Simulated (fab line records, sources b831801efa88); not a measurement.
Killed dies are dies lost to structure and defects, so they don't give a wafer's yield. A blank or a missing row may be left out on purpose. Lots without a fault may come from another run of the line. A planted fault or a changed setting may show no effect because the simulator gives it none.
Which tool did it? | flow sky130 | 14 lots, 42 wafers sampled, at 5 steps of a route of 708

WHAT THE GAUGES READ, wafer by wafer
SKY_FIELD_ISO_CD_MEAS_13: target cd 150 nm.
lot  | measured    | on        | cd_nm (nm)
L138 | day 2 04:19 | cd_sem-02 | 150.9 150.1 151.3
L140 | day 2 16:07 | cd_sem-01 | 149.6 151.7 150.2
L143 | day 3 06:25 | cd_sem-02 | 147.7 147.4 146.6
L144 | day 3 13:08 | cd_sem-01 | 150.5 151.9 150.7
L145 | day 3 18:13 | cd_sem-01 | 151.0 152.0 150.9
L147 | day 4 04:38 | cd_sem-02 | 150.4 150.2 149.5
L154 | day 5 16:01 | cd_sem-01 | 150.4 148.3 149.3
L155 | day 5 21:21 | cd_sem-01 | 149.5 151.6 150.6
L156 | day 6 02:18 | cd_sem-01 | 151.6 153.4 152.3
L157 | day 6 08:59 | cd_sem-01 | 148.7 149.6 150.3
L158 | day 6 12:43 | cd_sem-02 | 148.5 148.5 148.1
L159 | day 6 18:55 | cd_sem-01 | 151.0 151.0 152.3
L160 | day 6 22:33 | cd_sem-01 | 149.1 147.9 148.8
L161 | day 7 05:22 | cd_sem-01 | 149.3 149.7 149.0

SKY_SONOS_ONO_THK_MEAS_01.
lot  | measured     | on            | SONOS_ONO_OXIDATION_THK (nm)
L138 | day 11 10:41 | film_metro-03 | 2.55 2.54 2.50
L140 | day 12 11:43 | film_metro-03 | 2.58 2.58 2.60
L143 | day 13 04:45 | film_metro-03 | 2.51 2.54 2.50
L144 | day 13 13:19 | film_metro-02 | 2.56 2.61 2.65
L145 | day 13 21:48 | film_metro-03 | 2.53 2.58 2.62
L147 | day 14 12:01 | film_metro-04 | 2.66 2.63 2.62
L154 | day 16 20:10 | film_metro-03 | 2.51 2.52 2.56
L155 | day 17 03:28 | film_metro-03 | 2.51 2.48 2.54
L156 | day 17 09:41 | film_metro-02 | 2.66 2.62 2.61
L157 | day 17 18:02 | film_metro-04 | 2.54 2.60 2.56
L158 | day 18 00:35 | film_metro-04 | 2.54 2.57 2.55
L159 | day 18 07:37 | film_metro-02 | 2.55 2.50 2.54
L160 | day 18 18:05 | film_metro-04 | 2.53 2.55 2.59
L161 | day 19 07:13 | film_metro-03 | 2.45 2.48 2.45

SKY_SONOS_ONO_THK_MEAS_05.
lot  | measured     | on            | SONOS_ONO_CVD_04_THK (nm)
L138 | day 11 13:06 | film_metro-03 | 5.67 5.72 5.65
L140 | day 12 14:49 | film_metro-02 | 5.80 5.76 5.79
L143 | day 13 09:20 | film_metro-02 | 5.95 5.92 5.86
L144 | day 13 15:44 | film_metro-04 | 5.66 5.76 5.76
L145 | day 14 06:58 | film_metro-02 | 6.36 6.39 6.33
L147 | day 14 17:02 | film_metro-04 | 6.30 6.36 6.28
L154 | day 16 22:52 | film_metro-03 | 5.82 5.81 5.70
L155 | day 17 09:04 | film_metro-03 | 5.71 5.64 5.75
L156 | day 17 13:41 | film_metro-04 | 5.80 5.74 5.70
L157 | day 17 22:06 | film_metro-02 | 5.81 5.81 5.85
L158 | day 18 05:20 | film_metro-02 | 5.82 5.80 5.86
L159 | day 18 10:44 | film_metro-03 | 5.72 5.64 5.64
L160 | day 18 22:57 | film_metro-04 | 5.75 5.73 5.81
L161 | day 19 10:14 | film_metro-04 | 5.79 5.77 5.77

SKY_POLY_GATE_OVL_MEAS_14.
lot  | measured     | on         | POLY_GATE_OVL (nm)
L138 | day 16 03:17 | overlay-01 | 3 -7 3
L140 | day 17 12:52 | overlay-01 | 3 1 3
L143 | day 18 08:29 | overlay-02 | 5 5 -7
L144 | day 18 19:40 | overlay-01 | -4 -12 2
L145 | day 19 09:29 | overlay-01 | 6 -3 4
L147 | day 19 21:20 | overlay-01 | -4 -5 -9
L154 | day 22 08:25 | overlay-02 | -2 3 -2
L155 | day 22 19:24 | overlay-01 | -2 8 4
L156 | day 23 00:04 | overlay-01 | 8 4 -1
L157 | day 23 09:08 | overlay-02 | -5 -6 -3
L158 | day 23 15:17 | overlay-01 | -4 -8 -6
L159 | day 23 20:25 | overlay-02 | 3 0 -7
L160 | day 24 08:46 | overlay-02 | 7 2 -3
L161 | day 24 18:31 | overlay-01 | 2 -1 3

WHICH TOOL RAN EACH LOT (tool, then ch and the chambers of the sampled wafers, then the start)
lot  | SKY_SONOS_ONO_CVD_04
L138 | lpcvd-03 ch 1, day 11 11:50
L140 | lpcvd-03 ch 1, day 12 13:34
L143 | lpcvd-03 ch 0, day 13 08:04
L144 | lpcvd-03 ch 1, day 13 14:28
L145 | lpcvd-03 ch 1, day 14 05:43
L147 | lpcvd-03 ch 1, day 14 15:44
L154 | lpcvd-03 ch 1, day 16 21:37
L155 | lpcvd-03 ch 0, day 17 07:49
L156 | lpcvd-03 ch 1, day 17 12:26
L157 | lpcvd-03 ch 0, day 17 20:50
L158 | lpcvd-03 ch 0, day 18 04:05
L159 | lpcvd-03 ch 1, day 18 09:29
L160 | lpcvd-03 ch 1, day 18 21:42
L161 | lpcvd-03 ch 0, day 19 08:59
- SKY_SONOS_ONO_CVD_04: deposits SiO2 from SiH4/N2O, target thk 5.7199 nm.

WHAT THE TOOLS THEMSELVES READ (means of the sampled wafers that have a number; where no wafer has one, the mark that the record gives instead)
The record holds no such reading with a usual standard deviation.

THE ANSWER, worked out from the rows above alone
Rule: what is usual is taken from the lots themselves. Put in order of their means at a reading, lots are off if they are a third of the lots or fewer, leave a main group of 4 or more, and stand apart from it by a gap of 3 or more times the standard deviation of the main group's means; of several such gaps the widest counts. A main group whose means are all the same, to the digits that the tables above print for the reading, isn't used. A lot without any number at a reading at which 4 lots or more have one is off too. The other lots that the step has rows for count as sound. The gauges are gone through in route order, then the tools' own readings, and for those a lot's mean is taken as printed above. The first step at which some lot is off is used, and at that step the reading that is off furthest; a lot without a number counts as furthest.
Off: L145, L147, at SKY_SONOS_ONO_THK_MEAS_05 (SONOS_ONO_CVD_04_THK). The main group: mean 5.76 nm, standard deviation 0.066.
A tool fits if, at a process step before that reading, it ran every lot that is off, and no sound lot after the first of them. The gauges at SKY_SONOS_ONO_THK_MEAS_05 are tried like those tools. None of those tried fits.

WHAT THE SIMULATOR HAD PUT IN
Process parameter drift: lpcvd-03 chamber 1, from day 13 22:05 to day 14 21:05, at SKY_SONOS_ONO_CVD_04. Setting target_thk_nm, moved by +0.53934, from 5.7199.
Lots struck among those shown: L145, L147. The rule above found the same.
